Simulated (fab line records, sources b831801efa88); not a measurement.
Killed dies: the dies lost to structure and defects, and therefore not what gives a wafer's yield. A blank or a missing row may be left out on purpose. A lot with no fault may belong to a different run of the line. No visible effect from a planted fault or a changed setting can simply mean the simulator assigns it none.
What tool caused it? | flow gf180mcu | 18 wafers from 6 lots sampled at 3 of the route's 602 steps

== WHAT THE GAUGES READ, wafer by wafer ==
GF_V5_CD_MEAS_14: the cd target is 260 nm.
lot  | measured     | on        | cd-nm (nm)
L889 | day 27 08:21 | cd-sem-01 | 259.7 261.3 260.1
L892 | day 28 00:40 | cd-sem-01 | 261.2 260.7 260.7
L894 | day 30 07:25 | cd-sem-02 | 260.0 260.3 259.4
L897 | day 30 08:39 | cd-sem-02 | 260.2 260.7 261.3
L901 | day 31 17:16 | cd-sem-02 | 265.4 261.2 261.8
L903 | day 31 23:28 | cd-sem-01 | 258.2 257.5 256.8

== EACH LOT AND THE TOOL THAT RAN IT (in order: tool; ch and the chambers of the sampled wafers; start) ==
lot  | GF_V5_CMP_04                  | GF_V5_EXPOSE_11
L889 | cmp-02 ch 2,3, day 26 12:11   | krf-scanner-02 ch 0, day 26 22:33
L892 | cmp-01 ch 0,2,3, day 27 04:01 | krf-scanner-02 ch 0, day 27 14:40
L894 | cmp-01 ch 1,2, day 29 12:19   | krf-scanner-02 ch 0, day 29 21:55
L897 | cmp-02 ch 0,1,2, day 29 13:59 | krf-scanner-02 ch 0, day 29 23:47
L901 | cmp-02 ch 1,2,3, day 30 23:35 | krf-scanner-02 ch 0, day 31 08:40
L903 | cmp-01 ch 0,1,3, day 31 05:04 | krf-scanner-01 ch 0, day 31 14:17
- GF_V5_CMP_04: polishes SiO2.
- GF_V5_EXPOSE_11: exposes mask Via5, target cd 260 nm.

== THE ANSWER, worked out from the rows above alone ==
Rule: the lots themselves supply what counts as usual. The widest of any qualifying gaps counts: lots, ordered by their means at a reading, are off when they make up no more than a third of the lots, leave a main group of 4 or more, and stand apart from it by 3 or more times the standard deviation of that group's means. A main group whose means are all the same, to the digits that the tables above print for the reading, isn't used. A lot without any number at a reading at which 4 lots or more have one is off too. The other lots that the step has rows for count as sound.
Across all readings shown, no lot is off: no conclusion can be drawn from this.

== WHAT THE SIMULATOR HAD PUT IN ==
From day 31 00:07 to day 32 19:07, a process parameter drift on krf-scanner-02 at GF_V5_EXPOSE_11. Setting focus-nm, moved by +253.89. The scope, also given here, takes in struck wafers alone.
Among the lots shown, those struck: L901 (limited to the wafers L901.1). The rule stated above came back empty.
